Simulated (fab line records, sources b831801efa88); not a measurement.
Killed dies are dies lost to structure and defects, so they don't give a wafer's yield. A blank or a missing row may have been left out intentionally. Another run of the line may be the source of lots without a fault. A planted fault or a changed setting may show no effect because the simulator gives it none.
Matching of chambers / flow sky130 / SKY_CAP2M_CVD_00 on pecvd-01 has 3 sister chambers
The step deposits SiO2, target thk 15.5 nm. 3 wafers are shown with their chamber, then 10 later ones without.

EACH WAFER AND ITS CHAMBER
wafer=L088.6; chamber=2; heaterPowerW (W)=587
wafer=L091.3; chamber=1; heaterPowerW (W)=606
wafer=L091.5; chamber=0; heaterPowerW (W)=543

WAFERS WITH NO CHAMBER GIVEN
wafer=L091.6; heaterPowerW (W)=593
wafer=L094.1; heaterPowerW (W)=636
wafer=L094.5; heaterPowerW (W)=629
wafer=L094.6; heaterPowerW (W)=677
wafer=L093.3; heaterPowerW (W)=550
wafer=L093.5; heaterPowerW (W)=549
wafer=L093.6; heaterPowerW (W)=694
wafer=L096.2; heaterPowerW (W)=677
wafer=L096.3; heaterPowerW (W)=704
wafer=L096.6; heaterPowerW (W)=566

CHAMBER TAKEN BY EACH
wafer=L091.6; from the rows above=can't be placed: 2 or 1 or 0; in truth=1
wafer=L094.1; from the rows above=can't be placed: 1 or 2 or 0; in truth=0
wafer=L094.5; from the rows above=can't be placed: 1 or 2 or 0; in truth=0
wafer=L094.6; from the rows above=can't be placed: 1 or 2 or 0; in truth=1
wafer=L093.3; from the rows above=can't be placed: 0 or 2 or 1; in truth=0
wafer=L093.5; from the rows above=can't be placed: 0 or 2 or 1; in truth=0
wafer=L093.6; from the rows above=can't be placed: 1 or 2 or 0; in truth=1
wafer=L096.2; from the rows above=can't be placed: 1 or 2 or 0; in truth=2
wafer=L096.3; from the rows above=can't be placed: 1 or 2 or 0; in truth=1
wafer=L096.6; from the rows above=can't be placed: 2 or 0 or 1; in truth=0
0 of 10 placed correctly. Not placeable from these rows: 10 (in 10, the candidates include the true chamber). 0 placed wrongly.
How it was worked out, from the rows above alone: a wafer's distance from a chamber is the root of the sum, over the readings, of the square of ((its reading less the chamber's mean) divided by the reading's scatter). If the next closest chamber is less than 2 further off than the closest, the wafer can't be placed; otherwise it belongs to the closest. Each chamber's mean is taken over the wafers shown for it. The scatter: with one shown wafer a chamber, the root of the mean of the squares of how far each hidden wafer lies from its nearest shown one.
